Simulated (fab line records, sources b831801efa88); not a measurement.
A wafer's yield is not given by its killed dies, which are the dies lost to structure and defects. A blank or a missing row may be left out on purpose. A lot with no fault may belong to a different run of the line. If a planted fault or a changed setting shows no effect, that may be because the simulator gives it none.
What tool caused it?    flow gf180mcu    24 lots, 72 wafers sampled, at 2 steps of a route of 602

## WHAT THE GAUGES READ, wafer by wafer
GF_V4_THK_MEAS_03.
lot   measured      on             V4_CVD_02_THK (nm)
L074  day 23 10:08  film_metro-02  842 845 861
L075  day 23 19:06  film_metro-01  842 851 860
L076  day 24 05:38  film_metro-02  827 853 844
L077  day 24 08:29  film_metro-02  838 835 840
L078  day 25 01:05  film_metro-01  837 822 849
L079  day 25 07:10  film_metro-01  831 846 854
L080  day 25 15:41  film_metro-03  826 842 846
L081  day 25 19:35  film_metro-01  827 843 852
L082  day 26 05:31  film_metro-03  830 845 857
L083  day 26 14:34  film_metro-01  838 852 852
L084  day 26 23:05  film_metro-01  832 853 840
L085  day 27 07:58  film_metro-03  846 831 856
L086  day 27 16:39  film_metro-03  845 842 836
L087  day 27 21:48  film_metro-03  844 857 849
L088  day 28 02:23  film_metro-01  845 873 860
L089  day 28 12:23  film_metro-01  850 847 867
L090  day 28 18:27  film_metro-01  828 850 862
L091  day 28 22:18  film_metro-01  841 860 857
L092  day 29 04:11  film_metro-03  852 840 854
L093  day 29 10:57  film_metro-02  837 849 860
L094  day 29 18:41  film_metro-03  850 869 863
L095  day 29 23:17  film_metro-01  855 835 876
L096  day 30 07:20  film_metro-01  853 850 868
L097  day 30 10:31  film_metro-02  840 849 836

## WHICH TOOL RAN EACH LOT (tool, then ch and the chambers of the sampled wafers, then the start)
lot   GF_M3_SPUTTER_01
L074  pvd_sputter-02, day 20 07:14
L075  pvd_sputter-02, day 20 17:10
L076  pvd_sputter-02, day 21 05:04
L077  pvd_sputter-03, day 21 07:01
L078  pvd_sputter-02, day 22 00:46
L079  pvd_sputter-02, day 22 07:11
L080  pvd_sputter-02, day 22 16:42
L081  pvd_sputter-02, day 22 21:10
L082  pvd_sputter-01, day 23 08:35
L083  pvd_sputter-03, day 23 17:56
L084  pvd_sputter-03, day 24 03:19
L085  pvd_sputter-03, day 24 12:52
L086  pvd_sputter-02, day 24 21:46
L087  pvd_sputter-03, day 25 03:48
L088  pvd_sputter-03, day 25 09:16
L089  pvd_sputter-03, day 25 20:32
L090  pvd_sputter-01, day 26 02:27
L091  pvd_sputter-03, day 26 05:43
L092  pvd_sputter-02, day 26 13:23
L093  pvd_sputter-03, day 26 21:11
L094  pvd_sputter-02, day 27 04:24
L095  pvd_sputter-03, day 27 09:12
L096  pvd_sputter-02, day 27 18:29
L097  pvd_sputter-01, day 27 21:26
- GF_M3_SPUTTER_01: material TiN, target thk 30 nm, time 25 s.

## WHAT THE TOOLS THEMSELVES READ (means of the sampled wafers that have a number; where no wafer has one, the mark that the record gives instead)
GF_M3_SPUTTER_01.
lot   tool            throttle_valve_pct (%)
L074  pvd_sputter-02  30.2
L075  pvd_sputter-02  30.2
L076  pvd_sputter-02  29.8
L077  pvd_sputter-03  29.5
L078  pvd_sputter-02  30.0
L079  pvd_sputter-02  30.2
L080  pvd_sputter-02  30.1
L081  pvd_sputter-02  30.1
L082  pvd_sputter-01  29.5
L083  pvd_sputter-03  30.9
L084  pvd_sputter-03  30.3
L085  pvd_sputter-03  29.4
L086  pvd_sputter-02  30.4
L087  pvd_sputter-03  30.1
L088  pvd_sputter-03  30.3
L089  pvd_sputter-03  30.2
L090  pvd_sputter-01  28.9
L091  pvd_sputter-03  28.7
L092  pvd_sputter-02  30.3
L093  pvd_sputter-03  29.6
L094  pvd_sputter-02  30.3
L095  pvd_sputter-03  29.3
L096  pvd_sputter-02  30.1
L097  pvd_sputter-01  31.0

## THE ANSWER, worked out from the rows above alone
Rule: the usual values come from the lots themselves. The widest of any qualifying gaps counts: lots, ordered by their means at a reading, are off when they make up no more than a third of the lots, leave a main group of 4 or more, and stand apart from it by 3 or more times the standard deviation of that group's means. If all means in a main group match to the digits the tables above print for the reading, that group is not used. Also off: a lot with no number at a reading for which 4 or more lots have one. Where the step has rows for the other lots, those lots are counted as sound. Order of review: gauges by route order, followed by the tools' own readings, for which a lot's mean as printed above is used. The first step at which some lot is off is used, and at that step the reading that is off furthest; a lot without a number counts as furthest.
No lot is off at any reading shown: from this, nothing can be told.

## WHAT THE SIMULATOR HAD INSERTED
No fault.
